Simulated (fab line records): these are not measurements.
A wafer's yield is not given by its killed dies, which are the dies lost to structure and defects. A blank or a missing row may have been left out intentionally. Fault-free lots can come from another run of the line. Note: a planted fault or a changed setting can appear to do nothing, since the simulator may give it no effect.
Tool commonality check || flow sky130 || 12 lots and 36 wafers in the sample

THE REASON FOR OPENING IT
SKY_NWELL_RS_MEAS_29, reading NWELL_RS: flagged on 2 of 12 lots. No-fault wafers: 624.4 ohm/sq, standard deviation 1.2.
Rule: a lot is flagged in two cases, either no wafer of it has a number, or all its wafers with numbers fall more than 4 standard deviations from that mean. As for the other lots, they are considered sound.

{"lot": "L411", "measured": "day 6 03:07", "on": "film_metro-03", "NWELL_RS (ohm/sq), wafer by wafer": "623.4 622.7 623.9", "flag": ""}
{"lot": "L414", "measured": "day 6 23:44", "on": "film_metro-02", "NWELL_RS (ohm/sq), wafer by wafer": "623.0 624.1 623.1", "flag": ""}
{"lot": "L415", "measured": "day 7 01:23", "on": "film_metro-04", "NWELL_RS (ohm/sq), wafer by wafer": "623.6 623.1 622.3", "flag": ""}
{"lot": "L416", "measured": "day 7 10:47", "on": "film_metro-03", "NWELL_RS (ohm/sq), wafer by wafer": "625.1 626.9 626.7", "flag": ""}
{"lot": "L419", "measured": "day 7 23:19", "on": "film_metro-02", "NWELL_RS (ohm/sq), wafer by wafer": "623.4 623.4 623.4", "flag": ""}
{"lot": "L420", "measured": "day 8 08:49", "on": "film_metro-03", "NWELL_RS (ohm/sq), wafer by wafer": "625.2 624.1 624.5", "flag": ""}
{"lot": "L422", "measured": "day 8 22:02", "on": "film_metro-02", "NWELL_RS (ohm/sq), wafer by wafer": "626.7 626.9 624.9", "flag": ""}
{"lot": "L426", "measured": "day 10 02:04", "on": "film_metro-04", "NWELL_RS (ohm/sq), wafer by wafer": "609.5 610.0 607.9", "flag": "FLAGGED"}
{"lot": "L428", "measured": "day 10 10:26", "on": "film_metro-04", "NWELL_RS (ohm/sq), wafer by wafer": "624.5 625.0 623.8", "flag": ""}
{"lot": "L429", "measured": "day 10 19:13", "on": "film_metro-03", "NWELL_RS (ohm/sq), wafer by wafer": "610.6 610.7 609.1", "flag": "FLAGGED"}
{"lot": "L430", "measured": "day 11 06:37", "on": "film_metro-03", "NWELL_RS (ohm/sq), wafer by wafer": "624.2 624.2 623.7", "flag": ""}
{"lot": "L431", "measured": "day 11 15:04", "on": "film_metro-03", "NWELL_RS (ohm/sq), wafer by wafer": "623.0 623.2 624.8", "flag": ""}
On average the flagged lots' numbers are 609.6 ohm/sq, which is -14.8 ohm/sq against the usual, or -12 standard deviations.

LOT BY LOT: THE TOOL USED
2 process steps preceding the reading are held in the record, out of 708 steps in the route. Read each cell as the tool, then ch plus the chambers that the sampled wafers visited, then the start.
{"lot": "L411", "flag": "", "SKY_NWELL_IMPLANT_11": "implanter-03 ch 0, day 5 08:31", "SKY_NWELL_STRIP_14": "plasma_asher-02 ch 0,1, day 5 08:58"}
{"lot": "L414", "flag": "", "SKY_NWELL_IMPLANT_11": "implanter-03 ch 0, day 6 04:07", "SKY_NWELL_STRIP_14": "plasma_asher-01 ch 0,1, day 6 04:34"}
{"lot": "L415", "flag": "", "SKY_NWELL_IMPLANT_11": "implanter-02 ch 0, day 6 06:17", "SKY_NWELL_STRIP_14": "plasma_asher-01 ch 0,1, day 6 06:41"}
{"lot": "L416", "flag": "", "SKY_NWELL_IMPLANT_11": "implanter-01 ch 0, day 6 14:26", "SKY_NWELL_STRIP_14": "plasma_asher-02 ch 0,1, day 6 14:50"}
{"lot": "L419", "flag": "", "SKY_NWELL_IMPLANT_11": "implanter-03 ch 0, day 7 02:31", "SKY_NWELL_STRIP_14": "plasma_asher-03 ch 0,1, day 7 02:58"}
{"lot": "L420", "flag": "", "SKY_NWELL_IMPLANT_11": "implanter-01 ch 0, day 7 12:31", "SKY_NWELL_STRIP_14": "plasma_asher-02 ch 0,1, day 7 12:58"}
{"lot": "L422", "flag": "", "SKY_NWELL_IMPLANT_11": "implanter-02 ch 0, day 8 01:14", "SKY_NWELL_STRIP_14": "plasma_asher-01 ch 0,1, day 8 01:40"}
{"lot": "L426", "flag": "FLAGGED", "SKY_NWELL_IMPLANT_11": "implanter-03 ch 0, day 9 01:34", "SKY_NWELL_STRIP_14": "plasma_asher-03 ch 0,1, day 9 03:51"}
{"lot": "L428", "flag": "", "SKY_NWELL_IMPLANT_11": "implanter-01 ch 0, day 9 11:22", "SKY_NWELL_STRIP_14": "plasma_asher-01 ch 0,1, day 9 11:49"}
{"lot": "L429", "flag": "FLAGGED", "SKY_NWELL_IMPLANT_11": "implanter-03 ch 0, day 9 18:49", "SKY_NWELL_STRIP_14": "plasma_asher-02 ch 0,1, day 9 19:16"}
{"lot": "L430", "flag": "", "SKY_NWELL_IMPLANT_11": "implanter-02 ch 0, day 10 06:22", "SKY_NWELL_STRIP_14": "plasma_asher-03 ch 0,1, day 10 06:49"}
{"lot": "L431", "flag": "", "SKY_NWELL_IMPLANT_11": "implanter-01 ch 0, day 10 14:04", "SKY_NWELL_STRIP_14": "plasma_asher-01 ch 0,1, day 10 14:29"}
What is done by these steps:
- SKY_NWELL_IMPLANT_11
- SKY_NWELL_STRIP_14: strips in O2/N2.
- SKY_NWELL_RS_MEAS_29: measures by four-point-probe.

FLAGGED OVER TOTAL, TOOL BY TOOL (the gauges that took the reading come last)
{"step": "SKY_NWELL_IMPLANT_11", "tool": "implanter-01", "lots run": 4, "flagged": 0, "share of the flagged lots": "none", "sound lots run after its first flagged lot": "-"}
{"step": "SKY_NWELL_IMPLANT_11", "tool": "implanter-02", "lots run": 3, "flagged": 0, "share of the flagged lots": "none", "sound lots run after its first flagged lot": "-"}
{"step": "SKY_NWELL_IMPLANT_11", "tool": "implanter-03", "lots run": 5, "flagged": 2, "share of the flagged lots": "all", "sound lots run after its first flagged lot": 0}
{"step": "SKY_NWELL_STRIP_14", "tool": "plasma_asher-01", "lots run": 5, "flagged": 0, "share of the flagged lots": "none", "sound lots run after its first flagged lot": "-"}
{"step": "SKY_NWELL_STRIP_14", "tool": "plasma_asher-02", "lots run": 4, "flagged": 1, "share of the flagged lots": "some", "sound lots run after its first flagged lot": 0}
{"step": "SKY_NWELL_STRIP_14", "tool": "plasma_asher-03", "lots run": 3, "flagged": 1, "share of the flagged lots": "some", "sound lots run after its first flagged lot": "1 (L430)"}
{"step": "SKY_NWELL_RS_MEAS_29", "tool": "film_metro-02", "lots run": 3, "flagged": 0, "share of the flagged lots": "none", "sound lots run after its first flagged lot": "-"}
{"step": "SKY_NWELL_RS_MEAS_29", "tool": "film_metro-03", "lots run": 6, "flagged": 1, "share of the flagged lots": "some", "sound lots run after its first flagged lot": "2 (L430,L431)"}
{"step": "SKY_NWELL_RS_MEAS_29", "tool": "film_metro-04", "lots run": 3, "flagged": 1, "share of the flagged lots": "some", "sound lots run after its first flagged lot": "1 (L428)"}

WHAT IS ALLOWED BY THE TABLE
All flagged lots share 1 row of the table, namely implanter-03 at SKY_NWELL_IMPLANT_11.
- implanter-03 at SKY_NWELL_IMPLANT_11: 2 of its 5 lots flagged. A fault beginning between L419 (day 7 02:31), its last sound lot, and L426 (day 9 01:34), its first flagged one, fits the data. Its own readings lie more than 4 standard deviations out on every wafer of the flagged lots: dose_ions_cm2.
Just one tool remains: implanter-03 at SKY_NWELL_IMPLANT_11.

WHAT HAD BEEN PUT IN BY THE SIMULATOR
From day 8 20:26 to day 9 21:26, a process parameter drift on implanter-03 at SKY_NWELL_IMPLANT_11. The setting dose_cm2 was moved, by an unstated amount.
Lots struck among those shown: L426, L429. This agrees with what the rule above found.
